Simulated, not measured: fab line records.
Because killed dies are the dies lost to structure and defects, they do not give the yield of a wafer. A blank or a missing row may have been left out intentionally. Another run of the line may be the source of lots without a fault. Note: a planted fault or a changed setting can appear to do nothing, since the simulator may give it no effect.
Struck lot and sound lot, side by side | flow sky130 | 40 steps out of a route of 708
Sound: the wafers L370.1, L370.5, L370.6. The struck wafers were L368.2, L368.3, L368.4. The cause comes at the end.
Order at every step that has rows: each side's tool, ch and its chambers, its first start. Under that, the readings that differ: sound wafers | struck wafers | difference of the means | sigmas: that difference in standard deviations of wafers without a fault.
alike: readings with means less than 2 such deviations apart, plus words and numbers identical on both sides. not compared: withheld readings, readings lacking a value on some wafer, bounds such as >300 that could conceal the same value, and numbers that have no deviation in the record and whose values overlap.
A row with sigmas, a row that says differs or no value, or rows on one side alone: a step with any of these is where the two part. When numbers do not overlap yet have no deviation, they are printed without sigmas and do not part them. A reading that every wafer of one side lacks parts them only if that side has two wafers or more.

first, 9 steps without rows for these wafers: SKY_VT_ADJUST_HVTP_COAT_02 (resist thk 1140 nm); SKY_VT_ADJUST_HVTP_SOFTBAKE_03 (time 60 s); SKY_VT_ADJUST_HVTP_EXPOSE_04 (exposes mask HVTPM, target cd 380 nm); SKY_VT_ADJUST_HVTP_PEB_05; SKY_VT_ADJUST_HVTP_DEVELOP_06 (develop time 60 s); SKY_VT_ADJUST_HVTP_IMPLANT_09; SKY_VT_ADJUST_HVTP_STRIP_10 (strips in O2/N2); SKY_VT_ADJUST_LVTN_DEHYDRATE_00 (time 60 s); SKY_VT_ADJUST_LVTN_HMDS_01 (prime time 60 s).
SKY_VT_ADJUST_LVTN_COAT_02: resist thk 3000 nm.
  struck on litho track-02, day 10 19:05; sound on litho track-03 ch 0, day 11 03:46
  no value came back on the struck wafers for chill plate temp C (C), dispense pressure kPa (kPa); on the sound wafers chill plate temp C (C) reads 22.95 22.86 22.91
then, 4 steps without rows for these wafers: SKY_VT_ADJUST_LVTN_SOFTBAKE_03; SKY_VT_ADJUST_LVTN_EXPOSE_04 (exposes mask NWM COMPLEMENT LESS NATIVE, target cd 840 nm); SKY_VT_ADJUST_LVTN_PEB_05; SKY_VT_ADJUST_LVTN_DEVELOP_06 (develop time 60 s).
SKY_VT_ADJUST_LVTN_OVL_MEAS_07:
  sound on overlay-01 at day 11 16:04; struck on overlay-01 at day 11 05:58
  reading                 | sound       | struck | difference                    | sigmas
  VT_ADJUST_LVTN_OVL (nm) | 1.5 0.3 0.9 | - - -  | no value on the struck wafers |
then, 11 steps without rows for these wafers: SKY_VT_ADJUST_LVTN_IMPLANT_08; SKY_VT_ADJUST_LVTN_STRIP_09 (strips in O2/N2); SKY_VT_ADJUST_LVTN_DEHYDRATE_11 (time 60 s); SKY_VT_ADJUST_LVTN_HMDS_12 (prime time 60 s); SKY_VT_ADJUST_LVTN_COAT_13 (resist thk 1140 nm); SKY_VT_ADJUST_LVTN_SOFTBAKE_14 (time 60 s); SKY_VT_ADJUST_LVTN_EXPOSE_15 (exposes mask HVN STD DERIVED, target cd 600 nm); SKY_VT_ADJUST_LVTN_PEB_16; SKY_VT_ADJUST_LVTN_DEVELOP_17 (develop time 60 s); SKY_VT_ADJUST_LVTN_IMPLANT_19; SKY_VT_ADJUST_LVTN_STRIP_20 (strips in O2/N2).
SKY_VT_ADJUST_LVTN_TW_MEAS_21:
  sound on film metro-01 at day 12 15:51; struck on film metro-03 at day 12 06:40
  reading             | sound             | struck            | difference | sigmas
  VT_ADJUST_LVTN_2_TW | 185.6 186.3 185.8 | 267.4 266.7 267.4 | +81.3      | +43
then, 8 steps without rows for these wafers: SKY_VT_ADJUST_NCORE_DEHYDRATE_00 (time 60 s); SKY_VT_ADJUST_NCORE_HMDS_01 (prime time 60 s); SKY_VT_ADJUST_NCORE_COAT_02 (resist thk 1140 nm); SKY_VT_ADJUST_NCORE_SOFTBAKE_03 (time 60 s); SKY_VT_ADJUST_NCORE_EXPOSE_04 (exposes mask LVTN COMPLEMENT THIN, target cd 380 nm); SKY_VT_ADJUST_NCORE_PEB_05; SKY_VT_ADJUST_NCORE_DEVELOP_06 (develop time 60 s); SKY_VT_ADJUST_NCORE_IMPLANT_09.
SKY_VT_ADJUST_NCORE_TW_MEAS_11:
  sound on film metro-03 at day 13 18:04; struck on film metro-02 at day 13 07:55
  reading            | sound             | struck            | difference | sigmas
  VT_ADJUST_NCORE_TW | 217.7 216.8 217.4 | 285.0 283.9 284.6 | +67.2      | +35
SKY_VT_ADJUST_HVTR_TW_MEAS_11:
  sound on film metro-01 at day 14 20:46; struck on film metro-01 at day 14 10:07
  reading           | sound             | struck            | difference | sigmas
  VT_ADJUST_HVTR_TW | 208.2 207.1 207.5 | 274.2 272.5 273.8 | +65.9      | +25
SKY_VT_ADJUST_PCH_TW_MEAS_10:
  sound on film metro-03 at day 15 23:15; struck on film metro-01 at day 15 12:55
  reading          | sound             | struck            | difference | sigmas
  VT_ADJUST_PCH_TW | 142.8 142.1 142.4 | 245.6 246.1 245.6 | +103.3     | +74
SKY_SONOS_TUNNEL_TW_MEAS_12:
  sound on film metro-01 at day 17 03:04; struck on film metro-04 at day 16 16:47
  reading         | sound             | struck            | difference | sigmas
  SONOS_TUNNEL_TW | 195.5 195.6 195.6 | 273.8 274.7 273.0 | +78.3      | +56
-- the record jumps here: 33 days lie between the struck wafers' starts before and after (it left off in module SONOS_TUNNEL and takes up again in module PAD_OPEN, whose first step shown is number 708 of the route) --
SKY_PAD_OPEN_PROBE_99:
  sound on prober-02 at day 50 00:26; struck on prober-02 at day 49 12:20
  reading             | sound    | struck      | difference | sigmas
  killed at front end | 18 19 13 | 432 419 431 | +411       | +93
  killed dies         | 81 91 87 | 492 492 492 | +406       | +44
  killed on rim       | 11 20 22 | 96 96 96    | +78        | +21
  alike: killed_at_M0_to_M3, killed_at_M4_up, killed at contacts, killed at other, killed open, killed short

== WHERE THEY PART ==
First at SKY_VT_ADJUST_LVTN_COAT_02; last, within this record, at SKY_PAD_OPEN_PROBE_99.

WHY: the cause the simulator had injected
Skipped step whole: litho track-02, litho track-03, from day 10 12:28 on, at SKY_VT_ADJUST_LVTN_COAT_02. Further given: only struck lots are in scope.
